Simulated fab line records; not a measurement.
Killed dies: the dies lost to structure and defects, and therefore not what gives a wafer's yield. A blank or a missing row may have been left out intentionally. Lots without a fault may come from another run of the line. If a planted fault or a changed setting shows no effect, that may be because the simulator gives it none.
Chamber matching / flow sky130 / SKY_VIA1_CMP_02 on cmp-02 has 4 sister chambers
The step polishes SiO2. 8 wafers are shown with their chamber, then 7 later ones without.

== WAFERS WITH THEIR CHAMBER ==
wafer=L462.6; chamber=0; motor current A (A)=13.5
wafer=L464.4; chamber=0; motor current A (A)=13.4
wafer=L470.5; chamber=1; motor current A (A)=11.6
wafer=L474.1; chamber=2; motor current A (A)=13.2
wafer=L474.3; chamber=3; motor current A (A)=15.9
wafer=L474.4; chamber=1; motor current A (A)=12.0
wafer=L479.3; chamber=2; motor current A (A)=12.5
wafer=L479.4; chamber=3; motor current A (A)=16.1

== WAFERS WHOSE CHAMBER IS MISSING ==
wafer=L479.6; motor current A (A)=11.8
wafer=L481.1; motor current A (A)=16.1
wafer=L481.3; motor current A (A)=11.5
wafer=L481.4; motor current A (A)=13.0
wafer=L485.2; motor current A (A)=12.3
wafer=L485.4; motor current A (A)=15.4
wafer=L485.5; motor current A (A)=15.8

== CHAMBER TAKEN BY EACH ==
wafer=L479.6; from the rows above=1; in truth=1
wafer=L481.1; from the rows above=3; in truth=3
wafer=L481.3; from the rows above=1; in truth=1
wafer=L481.4; from the rows above=can't be placed: 2 or 0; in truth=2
wafer=L485.2; from the rows above=can't be placed: 1 or 2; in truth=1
wafer=L485.4; from the rows above=3; in truth=3
wafer=L485.5; from the rows above=3; in truth=3
Correct placement for 5 of the 7. Not placeable from these rows: 2 (in 2, the candidates include the true chamber). Number placed wrongly: 0.
How it was worked out, from the rows above alone: a wafer's distance from a chamber is the root of the sum, over the readings, of the square of ((its reading less the chamber's mean) divided by the reading's scatter). If the next closest chamber is less than 2 further off than the closest, the wafer can't be placed; otherwise it belongs to the closest. The mean given for a chamber averages the wafers shown for that chamber. How the scatter is found: for the shown wafers, subtract from each reading the mean of its chamber, square and add these, divide the total by (wafers less chambers), then take the root.
